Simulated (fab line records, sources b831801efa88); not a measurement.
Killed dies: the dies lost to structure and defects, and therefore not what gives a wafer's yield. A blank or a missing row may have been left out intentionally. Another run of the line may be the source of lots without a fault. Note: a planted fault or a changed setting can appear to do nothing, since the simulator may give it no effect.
Chamber matching :: flow gf180mcu :: 4 sister chambers for GF_V4_CMP_04 on cmp-01
The step polishes SiO2. 4 wafers are shown with their chamber, then 12 later ones without.

## EACH WAFER AND ITS CHAMBER
wafer: L084.1
chamber: 2
motor current A (A): 13.5

wafer: L084.6
chamber: 1
motor current A (A): 10.6

wafer: L090.1
chamber: 0
motor current A (A): 11.6

wafer: L090.6
chamber: 3
motor current A (A): 11.4

## WAFERS WITH NO CHAMBER GIVEN
wafer: L091.1
motor current A (A): 11.3

wafer: L091.2
motor current A (A): 13.6

wafer: L091.5
motor current A (A): 12.0

wafer: L092.3
motor current A (A): 11.7

wafer: L092.5
motor current A (A): 11.9

wafer: L092.6
motor current A (A): 13.6

wafer: L094.2
motor current A (A): 11.6

wafer: L094.3
motor current A (A): 11.9

wafer: L094.6
motor current A (A): 11.6

wafer: L097.2
motor current A (A): 10.4

wafer: L097.5
motor current A (A): 14.2

wafer: L097.6
motor current A (A): 10.6

## WHICH CHAMBER EACH ONE RAN IN
wafer: L091.1
from the rows above: can't be placed: 3 or 0
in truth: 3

wafer: L091.2
from the rows above: 2
in truth: 2

wafer: L091.5
from the rows above: can't be placed: 0 or 3
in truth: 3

wafer: L092.3
from the rows above: can't be placed: 0 or 3
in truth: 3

wafer: L092.5
from the rows above: can't be placed: 0 or 3
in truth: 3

wafer: L092.6
from the rows above: 2
in truth: 2

wafer: L094.2
from the rows above: can't be placed: 0 or 3
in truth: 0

wafer: L094.3
from the rows above: can't be placed: 0 or 3
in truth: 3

wafer: L094.6
from the rows above: can't be placed: 0 or 3
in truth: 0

wafer: L097.2
from the rows above: 1
in truth: 1

wafer: L097.5
from the rows above: 2
in truth: 2

wafer: L097.6
from the rows above: 1
in truth: 1
Placed correctly: 5 of 12. These rows do not allow placing 7 (true chamber among the candidates in 7). Wrongly placed: 0.
How it was worked out, from the rows above alone: a wafer's distance from a chamber is the root of the sum, over the readings, of the square of ((its reading less the chamber's mean) divided by the reading's scatter). If the next closest chamber is less than 2 further off than the closest, the wafer can't be placed; otherwise it belongs to the closest. A chamber's mean is the mean of its shown wafers. The scatter: with one shown wafer a chamber, the root of the mean of the squares of how far each hidden wafer lies from its nearest shown one.
